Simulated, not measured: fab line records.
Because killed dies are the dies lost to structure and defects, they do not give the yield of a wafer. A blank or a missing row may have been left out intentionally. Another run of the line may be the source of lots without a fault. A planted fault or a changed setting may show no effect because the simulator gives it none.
Matching of chambers ; flow sky130 ; SKY_POLY_GATE_ETCH_17 on rie_si-02: 4 sister chambers
The step etches poly-Si in HBr/Cl2, stops on SiO2, target depth 180 nm, time 70.5 s. 7 wafers are shown with their chamber, then 7 later ones without.

## WAFERS, EACH WITH ITS CHAMBER
wafer;chamber;drypump_motor_current_A (A);HBr_flow_sccm (sccm)
L983.5;3;5.5;149.6
L986.3;0;6.3;150.1
L986.4;2;5.9;150.5
L986.5;2;5.9;150.2
L988.2;0;6.2;149.2
L989.2;1;5.2;150.9
L989.4;1;5.2;151.1

## WAFERS MISSING THEIR CHAMBER
wafer;drypump_motor_current_A (A);HBr_flow_sccm (sccm)
L989.6;6.2;150.0
L991.1;5.2;149.8
L991.2;5.9;150.3
L991.3;5.5;150.4
L103.1;5.5;151.5
L103.3;5.9;150.6
L103.6;5.9;150.0

## EACH ONE'S CHAMBER
wafer;from the rows above;in truth
L989.6;0;0
L991.1;1;1
L991.2;2;2
L991.3;3;3
L103.1;3;3
L103.3;2;2
L103.6;2;2
Placed correctly: 7 of 7. Left unplaced by these rows: 0. Wrongly placed: 0.
How it was worked out, from the rows above alone: a wafer's distance from a chamber is the root of the sum, over the readings, of the square of ((its reading less the chamber's mean) divided by the reading's scatter). If the next closest chamber is less than 2 further off than the closest, the wafer can't be placed; otherwise it belongs to the closest. A chamber's mean is the mean of its shown wafers. The scatter is the square root of a quotient: the sum, over the shown wafers, of each reading's squared deviation from its chamber's mean, divided by wafers minus chambers.
